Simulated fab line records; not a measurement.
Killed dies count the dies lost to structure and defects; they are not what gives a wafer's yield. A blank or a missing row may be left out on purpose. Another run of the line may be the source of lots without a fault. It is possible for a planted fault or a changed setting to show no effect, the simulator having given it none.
fab line records + flow sky130
record:
- lots: 13
- wafers: 39
- last_day: 50
route steps=708 shown LI_CONTACT@384 CONTACT@425 VIA2@507 PAD_OPEN@708
lots untouched by any fault: they come from a run of this same line in which no faults occurred
start_h: hours from the record's first day to the start of the lot's first wafer shown + wait_h: hours since the lot's step before + " same as the row above + L1.1+2: one row covering several wafers at once + - no value, or no start was given + * or withheld: withheld + < > ~ a bound
route shown NAME@n: NAME is a module with steps in the file, n the number in the route of the first one + usual: average and standard deviation across the fault-free wafers + same: alike in all rows + chamber/n: place in a boat + sites: per-site readings + _std_site: how widely they spread, as a standard deviation + _edge_site: outer sites' mean less inner sites' + radius_mm: how far each site lies from the wafer's centre + mask NAME#n: copy n + behind: the last tool/chamber to shape the wafer + hold: cause of the lot's hold/its duration in hours/its outcome + device: names the non-switching transistor (n, p or np) + end of line: tests of these same wafers at the route's end + where a step has no rows: the recipe by itself + killed: dies that structure and defects cost at the first sort, which is not the same as the wafer's yield + map: dies across one wafer; x = killed, . = not, _ = none there
set.NAME: the setting that was run; set.NAME@STEP: the one run at that earlier step + model.NAME: the simulator's own value behind a step, which no gauge read
a sample of lots followed through the steps of the route, with each step as a table and each wafer as a row
services: the hour from which a tool's chamber was out of use, counted from the record's first day as start_h (under 0 if before that day), plus the number of hours and why
== steps ==
step: SKY_LI_CONTACT_RS_MEAS_22
recipe:
- thk_meas_gauge: four-point-probe
- reads: W_of_LI_CONTACT_CVD_21+TiN_of_LI_CONTACT_SPUTTER_20+Ti_of_LI_CONTACT_SPUTTER_19
usual:
- LI_CONTACT_W_RS: 0.2850/0.0028
| lot.wafer | tool          | chamber | start_h | wait_h | LI_CONTACT_W_RS[ohm/sq] |
|-----------|---------------|---------|---------|--------|-------------------------|
| L393.1    | film_metro-02 | -       | 691.15  | 0.1    | 0.2805                  |
| L393.4    | "             | -       | "       | "      | 0.2816                  |
| L393.6    | "             | -       | "       | "      | 0.2818                  |
| L396.2    | film_metro-02 | -       | 714.15  | 0.1    | 0.2859                  |
| L396.3    | "             | -       | "       | "      | 0.2871                  |
| L396.5    | "             | -       | "       | "      | 0.2872                  |
| L395.2    | film_metro-01 | -       | 716.00  | 0.1    | 0.2847                  |
| L395.3    | "             | -       | "       | "      | 0.2823                  |
| L395.6    | "             | -       | "       | "      | 0.2840                  |
| L397.2    | film_metro-01 | -       | 722.97  | 0.1    | 0.2852                  |
| L397.4    | "             | -       | "       | "      | 0.2834                  |
| L397.5    | "             | -       | "       | "      | 0.2870                  |
| L399.2    | film_metro-02 | -       | 737.50  | 0.1    | 0.2869                  |
| L399.3    | "             | -       | "       | "      | 0.2858                  |
| L399.5    | "             | -       | "       | "      | 0.2862                  |
| L401.1    | film_metro-03 | -       | 746.22  | 0.1    | 0.2859                  |
| L401.3    | "             | -       | "       | "      | 0.2896                  |
| L401.6    | "             | -       | "       | "      | 0.2839                  |
| L402.1    | film_metro-03 | -       | 757.55  | 0.1    | 0.2858                  |
| L402.2    | "             | -       | "       | "      | 0.2853                  |
| L402.4    | "             | -       | "       | "      | 0.2836                  |
| L407.1    | film_metro-02 | -       | 793.12  | 0.1    | 0.2862                  |
| L407.2    | "             | -       | "       | "      | 0.2868                  |
| L407.4    | "             | -       | "       | "      | 0.2820                  |
| L408.1    | film_metro-02 | -       | 799.01  | 0.1    | 0.2758                  |
| L408.3    | "             | -       | "       | "      | 0.2777                  |
| L408.5    | "             | -       | "       | "      | 0.2804                  |
| L410.3    | film_metro-01 | -       | 810.91  | 0.1    | 0.2819                  |
| L410.4    | "             | -       | "       | "      | 0.2867                  |
| L410.6    | "             | -       | "       | "      | 0.2879                  |
| L411.1    | film_metro-03 | -       | 819.13  | 0.1    | 0.2859                  |
| L411.2    | "             | -       | "       | "      | 0.2879                  |
| L411.3    | "             | -       | "       | "      | 0.2905                  |
| L412.4    | film_metro-02 | -       | 829.41  | 0.1    | 0.2836                  |
| L412.5    | "             | -       | "       | "      | 0.2837                  |
| L412.6    | "             | -       | "       | "      | 0.2838                  |
| L416.3    | film_metro-02 | -       | 856.65  | 0.1    | 0.2883                  |
| L416.5    | "             | -       | "       | "      | 0.2895                  |
| L416.6    | "             | -       | "       | "      | 0.2895                  |
step: SKY_CONTACT_STRIP_19
recipe:
- chemistry: O2/N2
- power_w: 1400
- pressure_mtorr: 1500
- platen_temp_c: withheld
- o2_flow_sccm: 3000
- n2_flow_sccm: 300
- overash_fraction: 0.5
usual:
- chamber_pressure_mTorr: 1500.1/1.3
- drypump_motor_current_A: 5.5/0.45
- oes_product_au: 0.380/0.0046
- strip_time_to_endpoint_s: 3.62/0.031
| lot.wafer | tool            | chamber | start_h | wait_h | chamber_pressure_mTorr | drypump_motor_current_A | oes_product_au | rf_hours_counter_h | strip_time_to_endpoint_s |
|-----------|-----------------|---------|---------|--------|------------------------|-------------------------|----------------|--------------------|--------------------------|
| L393.1    | plasma_asher-03 | 1       | 749.15  | -      | 1499.1                 | 6.2                     | 0.381          | 92                 | 3.66                     |
| L393.4    | "               | 1       | "       | "      | 1501.5                 | 6.2                     | 0.381          | -                  | 3.63                     |
| L393.6    | "               | 0       | "       | "      | 1500.2                 | 5.3                     | 0.383          | -                  | 3.61                     |
| L396.2    | plasma_asher-04 | 0       | 771.61  | -      | 1501.0                 | 5.5                     | 0.383          | 66                 | 3.66                     |
| L396.3    | "               | 1       | "       | "      | 1499.9                 | 4.9                     | 0.385          | -                  | 3.62                     |
| L396.5    | "               | 0       | "       | "      | 1499.5                 | 5.5                     | 0.380          | -                  | 3.65                     |
| L395.2    | plasma_asher-03 | 0       | 773.18  | -      | 1500.2                 | 5.3                     | 0.378          | 94                 | 3.58                     |
| L395.3    | "               | 1       | "       | "      | 1499.5                 | 6.2                     | 0.380          | -                  | 3.60                     |
| L395.6    | "               | 1       | "       | "      | 1499.8                 | 6.2                     | 0.377          | -                  | 3.57                     |
| L397.2    | plasma_asher-02 | 1       | 779.95  | -      | 1500.0                 | 5.8                     | 0.380          | 36                 | 3.61                     |
| L397.4    | "               | 1       | "       | "      | 1497.8                 | 5.9                     | 0.372          | -                  | 3.67                     |
| L397.5    | "               | 1       | "       | "      | 1500.1                 | 5.9                     | 0.376          | -                  | 3.63                     |
| L399.2    | plasma_asher-03 | 0       | 794.37  | -      | 1501.4                 | 5.2                     | 0.376          | 96                 | 3.61                     |
| L399.3    | "               | 1       | "       | "      | 1500.5                 | 6.2                     | 0.380          | -                  | 3.61                     |
| L399.5    | "               | 0       | "       | "      | 1501.1                 | 5.2                     | 0.381          | -                  | 3.59                     |
| L401.1    | plasma_asher-03 | 0       | 803.15  | -      | 1500.3                 | 5.3                     | 0.377          | 97                 | 3.59                     |
| L401.3    | "               | 1       | "       | "      | 1500.8                 | 6.2                     | 0.384          | -                  | 3.66                     |
| L401.6    | "               | 1       | "       | "      | 1499.1                 | 6.2                     | 0.380          | -                  | 3.65                     |
| L402.1    | plasma_asher-02 | 0       | 812.70  | -      | 1499.9                 | 5.2                     | 0.390          | 40                 | 3.65                     |
| L402.2    | "               | 1       | "       | "      | 1499.1                 | 5.9                     | 0.387          | 40                 | 3.64                     |
| L402.4    | "               | 1       | "       | "      | 1499.5                 | 5.9                     | 0.386          | -                  | 3.63                     |
| L407.1    | plasma_asher-03 | 0       | 847.62  | -      | 1496.1                 | 5.3                     | 0.383          | 102                | 3.66                     |
| L407.2    | "               | 1       | "       | "      | 1501.4                 | 6.2                     | 0.369          | 102                | 3.58                     |
| L407.4    | "               | 1       | "       | "      | 1503.1                 | 6.2                     | 0.376          | -                  | 3.65                     |
| L408.1    | plasma_asher-04 | 1       | 854.63  | -      | 1501.6                 | 4.9                     | 0.388          | 75                 | 3.63                     |
| L408.3    | "               | 0       | "       | "      | 1502.1                 | 5.5                     | 0.379          | -                  | 3.63                     |
| L408.5    | "               | 0       | "       | "      | 1496.6                 | 5.5                     | 0.380          | -                  | 3.60                     |
| L410.3    | plasma_asher-02 | 1       | 865.33  | -      | 1500.8                 | 5.9                     | 0.384          | -                  | 3.64                     |
| L410.4    | "               | 0       | "       | "      | 1499.4                 | 5.2                     | 0.385          | -                  | 3.62                     |
| L410.6    | "               | 1       | "       | "      | 1499.6                 | 5.9                     | 0.383          | -                  | 3.64                     |
| L411.1    | plasma_asher-04 | 0       | 873.35  | -      | 1498.5                 | 5.5                     | 0.371          | 77                 | 3.57                     |
| L411.2    | "               | 1       | "       | "      | 1500.3                 | 4.9                     | 0.385          | 77                 | 3.63                     |
| L411.3    | "               | 0       | "       | "      | 1500.8                 | 5.5                     | 0.380          | -                  | 3.61                     |
| L412.4    | plasma_asher-04 | 1       | 883.98  | -      | 1500.0                 | 4.9                     | 0.379          | -                  | 3.59                     |
| L412.5    | "               | 0       | "       | "      | 1501.2                 | 5.5                     | 0.386          | -                  | 3.63                     |
| L412.6    | "               | 1       | "       | "      | 1499.3                 | 4.9                     | 0.386          | -                  | 3.62                     |
| L416.3    | plasma_asher-04 | 1       | 911.55  | -      | 1500.4                 | 4.9                     | 0.375          | -                  | 3.57                     |
| L416.5    | "               | 0       | "       | "      | 1500.4                 | 5.5                     | 0.383          | -                  | 3.64                     |
| L416.6    | "               | 1       | "       | "      | 1499.5                 | 4.9                     | 0.377          | -                  | 3.57                     |
step: SKY_VIA2_HDPCVD_00
recipe:
- material: SiO2
- target_thk_nm: 1180
- sigma_open_frac: 0.3
- time_s: 196.7
- temp_c: 400
- sih4_flow_sccm: 60
- pressure_mtorr: 6
usual:
- pressure_mtorr: 5.999/0.011
- run_length_s: 225.0/0.44
| lot.wafer | tool      | chamber | start_h | wait_h | pressure_mtorr | run_length_s |
|-----------|-----------|---------|---------|--------|----------------|--------------|
| L393.1    | hdpcvd-01 | 0       | 834.18  | 0.0    | 5.996          | 225.1        |
| L393.4    | "         | 0       | "       | "      | 6.003          | 225.0        |
| L393.6    | "         | 2       | "       | "      | 5.970          | 224.5        |
| L396.2    | hdpcvd-02 | 2       | 857.81  | 0.0    | 5.997          | 224.7        |
| L396.3    | "         | 1       | "       | "      | 5.998          | 225.3        |
| L396.5    | "         | 1       | "       | "      | 5.979          | 225.7        |
| L395.2    | hdpcvd-01 | 2       | 858.80  | 0.0    | 6.013          | 225.0        |
| L395.3    | "         | 1       | "       | "      | 5.988          | 225.6        |
| L395.6    | "         | 1       | "       | "      | 5.987          | 224.6        |
| L397.2    | hdpcvd-01 | 1       | 863.48  | 0.0    | 6.011          | 224.8        |
| L397.4    | "         | 2       | "       | "      | 6.002          | 224.6        |
| L397.5    | "         | 1       | "       | "      | 6.020          | 224.8        |
| L399.2    | hdpcvd-02 | 1       | 878.62  | 0.0    | 6.011          | 225.0        |
| L399.3    | "         | 2       | "       | "      | 5.995          | 225.3        |
| L399.5    | "         | 1       | "       | "      | 6.005          | 225.3        |
| L401.1    | hdpcvd-01 | 0       | 887.59  | 0.0    | 5.984          | 225.7        |
| L401.3    | "         | 2       | "       | "      | 6.009          | 224.9        |
| L401.6    | "         | 2       | "       | "      | 5.983          | 224.6        |
| L402.1    | hdpcvd-02 | 1       | 895.76  | 0.0    | 6.004          | 226.1        |
| L402.2    | "         | 0       | "       | "      | 6.003          | 224.3        |
| L402.4    | "         | 1       | "       | "      | 6.017          | 225.3        |
| L407.1    | hdpcvd-02 | 2       | 929.18  | 0.0    | -              | -            |
| L407.2    | "         | 1       | "       | "      | -              | -            |
| L407.4    | "         | 1       | "       | "      | -              | -            |
| L408.1    | hdpcvd-02 | 1       | 935.16  | 0.0    | -              | -            |
| L408.3    | "         | 2       | "       | "      | -              | -            |
| L408.5    | "         | 2       | "       | "      | -              | -            |
| L410.3    | hdpcvd-02 | 2       | 945.58  | 0.0    | 6.007          | 224.9        |
| L410.4    | "         | 2       | "       | "      | 6.011          | 225.2        |
| L410.6    | "         | 0       | "       | "      | 6.002          | 224.4        |
| L411.1    | hdpcvd-02 | 1       | 954.99  | 0.1    | 5.986          | 225.0        |
| L411.2    | "         | 0       | "       | "      | 6.012          | 224.7        |
| L411.3    | "         | 2       | "       | "      | 5.989          | 224.7        |
| L412.4    | hdpcvd-02 | 1       | 964.08  | 0.1    | 6.002          | 225.4        |
| L412.5    | "         | 2       | "       | "      | 5.974          | 224.7        |
| L412.6    | "         | 0       | "       | "      | 5.988          | 224.3        |
| L416.3    | hdpcvd-02 | 1       | 989.73  | 0.0    | 5.997          | 225.2        |
| L416.5    | "         | 2       | "       | "      | 5.991          | 224.6        |
| L416.6    | "         | 1       | "       | "      | 5.994          | 225.3        |
step: SKY_VIA2_RS_MEAS_22
recipe:
- thk_meas_gauge: four-point-probe
- reads: W_of_VIA2_CVD_21+TiN_of_VIA2_SPUTTER_20
usual:
- VIA2_W_RS: 0.273/0.0034
| lot.wafer | tool          | chamber | start_h | wait_h | VIA2_W_RS[ohm/sq] |
|-----------|---------------|---------|---------|--------|-------------------|
| L393.1    | film_metro-04 | -       | 861.81  | 0.2    | 0.277             |
| L393.4    | "             | -       | "       | "      | 0.274             |
| L393.6    | "             | -       | "       | "      | 0.276             |
| L396.2    | film_metro-01 | -       | 885.66  | 0.1    | 0.275             |
| L396.3    | "             | -       | "       | "      | 0.275             |
| L396.5    | "             | -       | "       | "      | 0.277             |
| L395.2    | film_metro-01 | -       | 887.05  | 0.1    | 0.272             |
| L395.3    | "             | -       | "       | "      | 0.270             |
| L395.6    | "             | -       | "       | "      | 0.267             |
| L397.2    | film_metro-01 | -       | 891.08  | 0.1    | 0.272             |
| L397.4    | "             | -       | "       | "      | 0.268             |
| L397.5    | "             | -       | "       | "      | 0.265             |
| L399.2    | film_metro-02 | -       | 905.88  | 0.1    | 0.273             |
| L399.3    | "             | -       | "       | "      | 0.271             |
| L399.5    | "             | -       | "       | "      | 0.270             |
| L401.1    | film_metro-02 | -       | 914.50  | 0.1    | 0.276             |
| L401.3    | "             | -       | "       | "      | 0.273             |
| L401.6    | "             | -       | "       | "      | 0.274             |
| L402.1    | film_metro-02 | -       | 922.44  | 0.1    | 0.267             |
| L402.2    | "             | -       | "       | "      | 0.277             |
| L402.4    | "             | -       | "       | "      | 0.272             |
| L410.3    | film_metro-04 | -       | 971.56  | 0.1    | 0.272             |
| L410.4    | "             | -       | "       | "      | 0.271             |
| L410.6    | "             | -       | "       | "      | 0.269             |
| L411.1    | film_metro-01 | -       | 980.61  | 0.1    | 0.268             |
| L411.2    | "             | -       | "       | "      | 0.275             |
| L411.3    | "             | -       | "       | "      | 0.275             |
| L412.4    | film_metro-01 | -       | 988.97  | 0.1    | 0.281             |
| L412.5    | "             | -       | "       | "      | 0.279             |
| L412.6    | "             | -       | "       | "      | 0.278             |
| L416.3    | film_metro-04 | -       | 1014.16 | 0.1    | 0.280             |
| L416.5    | "             | -       | "       | "      | 0.280             |
| L416.6    | "             | -       | "       | "      | 0.277             |
step: SKY_PAD_OPEN_PROBE_99
usual:
- defect_limited_yield: 82.5/2.1
- killed_at_M0_to_M3: 44/7.3
- killed_at_M4_up: 3.4/1.8
- killed_at_contacts: 24/5.8
- killed_at_front_end: 15/4.9
- killed_at_other: 0.4/0.63
- killed_dies: 86/11
- killed_on_rim: 17/3.8
- killed_open: 47/8
- killed_short: 39/6.5
- sort_bin_3_pad_short: 0.9/0.38
- sort_bin_5_function: 10.4/1.6
- sort_bin_6_memory: 6.2/1.2
- sort_n_pass: 406/11
- sort_yield_pct: 82.5/2.1
same:
- gross_dies: 492
- killed_at_back_side: 0
- sort_bin_4_leakage[%]: 0
- sort_bin_8_speed[%]: 0
| lot.wafer | tool      | chamber | start_h | wait_h | defect_limited_yield[%] | killed_at_M0_to_M3 | killed_at_M4_up | killed_at_contacts | killed_at_front_end | killed_at_other | killed_dies | killed_on_rim | killed_open | killed_short | sort_bin_3_pad_short[%] | sort_bin_5_function[%] | sort_bin_6_memory[%] | sort_n_pass | sort_yield_pct[%] |
|-----------|-----------|---------|---------|--------|-------------------------|--------------------|-----------------|--------------------|---------------------|-----------------|-------------|---------------|-------------|--------------|-------------------------|------------------------|----------------------|-------------|-------------------|
| L397.2    | prober-01 | -       | 1109.00 | 0.1    | 81.9                    | 45                 | 2               | 17                 | 24                  | 1               | 89          | 20            | 54          | 35           | 1.2                     | 10.8                   | 6.1                  | 403         | 81.9              |
| L397.4    | prober-01 | -       | 1109.10 | 0.2    | 83.9                    | 47                 | 2               | 23                 | 7                   | 0               | 79          | 6             | 45          | 34           | 0.6                     | 10.6                   | 4.9                  | 413         | 83.9              |
| L397.5    | prober-01 | -       | 1109.15 | 0.2    | 82.1                    | 53                 | 2               | 21                 | 12                  | 0               | 88          | 16            | 45          | 43           | 0.6                     | 10.4                   | 6.9                  | 404         | 82.1              |
| L399.2    | prober-02 | -       | 1120.96 | 0.1    | 83.3                    | 40                 | 2               | 24                 | 16                  | 0               | 82          | 20            | 53          | 29           | 1.0                     | 10.0                   | 5.7                  | 410         | 83.3              |
| L399.3    | prober-02 | -       | 1121.01 | 0.2    | 84.6                    | 45                 | 6               | 20                 | 5                   | 0               | 76          | 16            | 47          | 29           | 0.8                     | 10.0                   | 4.7                  | 416         | 84.6              |
| L399.5    | prober-02 | -       | 1121.11 | 0.2    | 84.3                    | 39                 | 4               | 20                 | 14                  | 0               | 77          | 15            | 54          | 22           | 0.2                     | 7.9                    | 7.5                  | 415         | 84.3              |
| L402.1    | prober-02 | -       | 1135.36 | 0.1    | 82.5                    | 46                 | 2               | 27                 | 11                  | 0               | 86          | 17            | 37          | 48           | 0.6                     | 8.9                    | 7.9                  | 406         | 82.5              |
| L402.2    | prober-02 | -       | 1135.41 | 0.1    | 83.9                    | 29                 | 3               | 26                 | 21                  | 0               | 79          | 11            | 45          | 34           | 0.4                     | 10.0                   | 5.7                  | 413         | 83.9              |
| L402.4    | prober-02 | -       | 1135.51 | 0.2    | 80.7                    | 42                 | 8               | 31                 | 13                  | 1               | 95          | 12            | 47          | 48           | 1.0                     | 10.2                   | 8.1                  | 397         | 80.7              |
| L410.3    | prober-01 | -       | 1170.99 | 0.2    | 81.1                    | 40                 | 3               | 23                 | 27                  | 0               | 93          | 14            | 50          | 43           | 1.0                     | 10.0                   | 7.9                  | 399         | 81.1              |
| L410.4    | prober-01 | -       | 1171.04 | 0.2    | 81.7                    | 43                 | 4               | 27                 | 13                  | 3               | 90          | 15            | 44          | 44           | 1.2                     | 10.4                   | 6.7                  | 402         | 81.7              |
| L410.6    | prober-01 | -       | 1171.14 | 0.2    | 81.5                    | 39                 | 7               | 31                 | 13                  | 1               | 91          | 16            | 48          | 42           | 1.0                     | 12.2                   | 5.3                  | 401         | 81.5              |
| L411.1    | prober-01 | -       | 1177.35 | 0.1    | 81.1                    | 50                 | 5               | 24                 | 13                  | 1               | 93          | 16            | 54          | 39           | 0.6                     | 11.6                   | 6.7                  | 399         | 81.1              |
| L411.2    | prober-01 | -       | 1177.40 | 0.1    | 83.5                    | 40                 | 2               | 24                 | 15                  | 0               | 81          | 21            | 46          | 35           | 0.6                     | 9.8                    | 6.1                  | 411         | 83.5              |
| L411.3    | prober-01 | -       | 1177.45 | 0.2    | 79.5                    | 54                 | 2               | 25                 | 20                  | 0               | 101         | 19            | 61          | 40           | 1.2                     | 13.2                   | 6.1                  | 391         | 79.5              |
| L416.3    | prober-01 | -       | 1200.66 | 0.2    | 84.1                    | 33                 | 4               | 31                 | 10                  | 0               | 78          | 21            | 45          | 33           | 1.0                     | 9.6                    | 5.3                  | 414         | 84.1              |
| L416.5    | prober-01 | -       | 1200.76 | 0.2    | 84.1                    | 33                 | 5               | 29                 | 10                  | 1               | 78          | 15            | 41          | 37           | 0.8                     | 9.8                    | 5.3                  | 414         | 84.1              |
| L416.6    | prober-01 | -       | 1200.81 | 0.2    | 79.9                    | 42                 | 5               | 33                 | 19                  | 0               | 99          | 23            | 52          | 47           | 1.2                     | 12.6                   | 6.3                  | 393         | 79.9              |
killed by level:class
L397.2 VIA3:geometric_particle:open=11 VIA1:geometric_particle:open=10 VIA2:geometric_particle:open=10 POLY_GATE:geometric_particle:short=6 FIELD_ISO:geometric_particle:open=5 POLY_GATE:geometric_particle:open=5 LI_CONTACT:geometric_particle:open=5 FIELD_ISO:geometric_particle:short=4
L397.4 VIA1:geometric_particle:open=10 VIA3:geometric_particle:open=10 LI_CONTACT:geometric_particle:open=8 VIA3:geometric_particle:short=7 CONTACT:geometric_particle:open=6 VIA1:geometric_particle:short=6 METAL2:geometric_particle:short=4 METAL1:geometric_particle:short=4
L397.5 VIA1:geometric_particle:open=12 CONTACT:geometric_particle:open=8 METAL2:geometric_particle:short=6 VIA3:geometric_particle:short=6 LI_CONTACT:geometric_particle:open=5 CONTACT:geometric_particle:short=5 METAL1:geometric_particle:short=5 VIA1:geometric_particle:short=5
L399.2 VIA1:geometric_particle:open=12 LI_CONTACT:geometric_particle:open=10 CONTACT:geometric_particle:open=8 VIA3:geometric_particle:open=7 METAL1:geometric_particle:short=4 VIA2:geometric_particle:open=4 FIELD_ISO:geometric_particle:short=3 POLY_GATE:geometric_particle:short=3
L399.3 VIA2:geometric_particle:open=9 VIA3:geometric_particle:open=9 LI_CONTACT:geometric_particle:open=7 VIA1:geometric_particle:open=7 CONTACT:geometric_particle:open=6 METAL1:geometric_particle:short=4 VIA2:geometric_particle:short=4 LOCAL_INTERCONNECT:geometric_particle:short=3
L399.5 CONTACT:geometric_particle:open=12 VIA3:geometric_particle:open=11 VIA2:geometric_particle:open=9 FIELD_ISO:geometric_particle:open=5 LI_CONTACT:geometric_particle:open=5 METAL1:geometric_particle:short=5 VIA1:geometric_particle:open=5 METAL1:geometric_particle:open=3
L402.1 VIA1:geometric_particle:open=13 METAL2:geometric_particle:short=8 CONTACT:geometric_particle:open=7 METAL1:geometric_particle:short=7 LOCAL_INTERCONNECT:geometric_particle:short=6 VIA3:geometric_particle:open=6 LI_CONTACT:geometric_particle:short=4 LI_CONTACT:geometric_particle:open=4
L402.2 FIELD_ISO:geometric_particle:open=10 CONTACT:geometric_particle:open=9 LOCAL_INTERCONNECT:geometric_particle:short=7 METAL1:geometric_particle:short=6 LI_CONTACT:geometric_particle:open=5 VIA3:geometric_particle:open=5 FIELD_ISO:geometric_particle:short=4 VIA2:geometric_particle:open=4
L402.4 VIA3:geometric_particle:open=9 LI_CONTACT:geometric_particle:open=9 VIA2:geometric_particle:open=8 CONTACT:geometric_particle:open=7 METAL1:geometric_particle:short=7 CONTACT:geometric_particle:short=6 METAL2:geometric_particle:short=5 METAL4:geometric_particle:short=5
L410.3 CONTACT:geometric_particle:open=9 VIA1:geometric_particle:open=9 POLY_GATE:geometric_particle:open=8 VIA2:geometric_particle:open=8 METAL2:geometric_particle:short=6 FIELD_ISO:geometric_particle:short=5 LOCAL_INTERCONNECT:geometric_particle:short=5 VIA1:geometric_particle:short=5
L410.4 VIA1:geometric_particle:open=10 LI_CONTACT:geometric_particle:open=8 METAL2:geometric_particle:short=8 VIA1:geometric_particle:short=7 VIA2:geometric_particle:open=7 LOCAL_INTERCONNECT:geometric_particle:short=6 METAL1:geometric_particle:short=5 FIELD_ISO:geometric_particle:short=4
L410.6 CONTACT:geometric_particle:open=10 LI_CONTACT:geometric_particle:open=9 VIA3:geometric_particle:open=7 METAL1:geometric_particle:short=7 LI_CONTACT:geometric_particle:short=6 VIA1:geometric_particle:short=6 VIA1:geometric_particle:open=6 FIELD_ISO:geometric_particle:short=5
L411.1 VIA1:geometric_particle:open=12 CONTACT:geometric_particle:open=10 VIA2:geometric_particle:open=10 FIELD_ISO:geometric_particle:short=6 LI_CONTACT:geometric_particle:open=6 METAL1:geometric_particle:short=6 METAL1:geometric_particle:open=5 METAL4:geometric_particle:short=5
L411.2 CONTACT:geometric_particle:open=11 VIA2:geometric_particle:open=10 VIA1:geometric_particle:open=7 LI_CONTACT:geometric_particle:open=6 METAL2:geometric_particle:short=6 FIELD_ISO:geometric_particle:short=4 LI_CONTACT:geometric_particle:short=4 METAL1:geometric_particle:short=4
L411.3 CONTACT:geometric_particle:open=12 VIA1:geometric_particle:open=12 VIA3:geometric_particle:open=9 METAL1:geometric_particle:short=8 VIA1:geometric_particle:short=7 VIA2:geometric_particle:open=7 POLY_GATE:geometric_particle:short=6 LI_CONTACT:geometric_particle:open=6
L416.3 LI_CONTACT:geometric_particle:open=11 CONTACT:geometric_particle:open=6 VIA1:geometric_particle:open=6 LOCAL_INTERCONNECT:geometric_particle:short=5 METAL3:geometric_particle:short=5 VIA2:geometric_particle:open=5 VIA3:geometric_particle:open=5 FIELD_ISO:geometric_particle:open=4
L416.5 CONTACT:geometric_particle:open=12 VIA1:geometric_particle:open=7 VIA3:geometric_particle:open=7 LOCAL_INTERCONNECT:geometric_particle:short=6 CONTACT:geometric_particle:short=5 FIELD_ISO:geometric_particle:short=4 METAL1:geometric_particle:short=4 LI_CONTACT:geometric_particle:open=3
L416.6 CONTACT:geometric_particle:open=9 LI_CONTACT:geometric_particle:open=8 VIA1:geometric_particle:open=8 LOCAL_INTERCONNECT:geometric_particle:short=7 METAL1:geometric_particle:short=7 VIA1:geometric_particle:short=6 METAL2:geometric_particle:short=6 CONTACT:geometric_particle:short=5
== services ==
| tool            | chamber | start_h | hours | kind       |
|-----------------|---------|---------|-------|------------|
| hdpcvd-02       | -       | 744.10  | 0.6   | repair     |
| hdpcvd-01       | 0       | 795.22  | 7.3   | repair     |
| hdpcvd-02       | -       | 815.68  | 5.0   | repair     |
| hdpcvd-02       | 0       | 825.36  | 33.9  | repair     |
| hdpcvd-02       | -       | 850.73  | 2.7   | repair     |
| hdpcvd-01       | 0       | 882.76  | 2.9   | repair     |
| plasma_asher-02 | -       | 883.63  | 2.8   | pm         |
| hdpcvd-01       | -       | 900.32  | 3.1   | repair     |
| hdpcvd-02       | 0       | 918.32  | 19.8  | repair     |
| hdpcvd-01       | -       | 950.25  | 15.0  | pm         |
| hdpcvd-01       | 0       | 950.25  | 15.0  | vent_cycle |
| hdpcvd-01       | 1       | 950.25  | 15.0  | vent_cycle |
| hdpcvd-01       | 2       | 950.25  | 15.0  | vent_cycle |
| hdpcvd-01       | 2       | 952.02  | 10.2  | repair     |
| plasma_asher-04 | -       | 952.03  | 2.8   | pm         |
| plasma_asher-04 | -       | 957.08  | 2.3   | repair     |
| hdpcvd-01       | 0       | 965.25  | -     | clean      |
| hdpcvd-01       | 1       | 965.25  | -     | clean      |
| hdpcvd-01       | 2       | 965.25  | -     | clean      |
| plasma_asher-04 | -       | 979.60  | 3.0   | repair     |
== key ==
first_sign:
- step: SKY_VIA2_HDPCVD_00
- reading: tool_record
- direction: missing
effect none on later readings
met_at SKY_VIA2_HDPCVD_00
struck_lots L407,L408
scrapped_behind SKY_VIA2_THK_MEAS_01 L407.1,L407.2,L407.4,L408.1,L408.3,L408.5
not_acting_at SKY_LI_CONTACT_RS_MEAS_22,SKY_CONTACT_STRIP_19,SKY_VIA2_RS_MEAS_22
onset_between 895.76 929.18
earlier_fault:
- kind: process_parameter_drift
- tool: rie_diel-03
- chamber: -
- onset_h: 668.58
- steps: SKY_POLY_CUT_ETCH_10
- channel: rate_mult
- offset: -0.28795
- shape: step
- end_h: 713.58
fault:
- kind: skipped_step_whole
- tool: hdpcvd-02
- chamber: -
- onset_h: 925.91
- steps: SKY_VIA2_HDPCVD_00
- scope: struck_lots_only
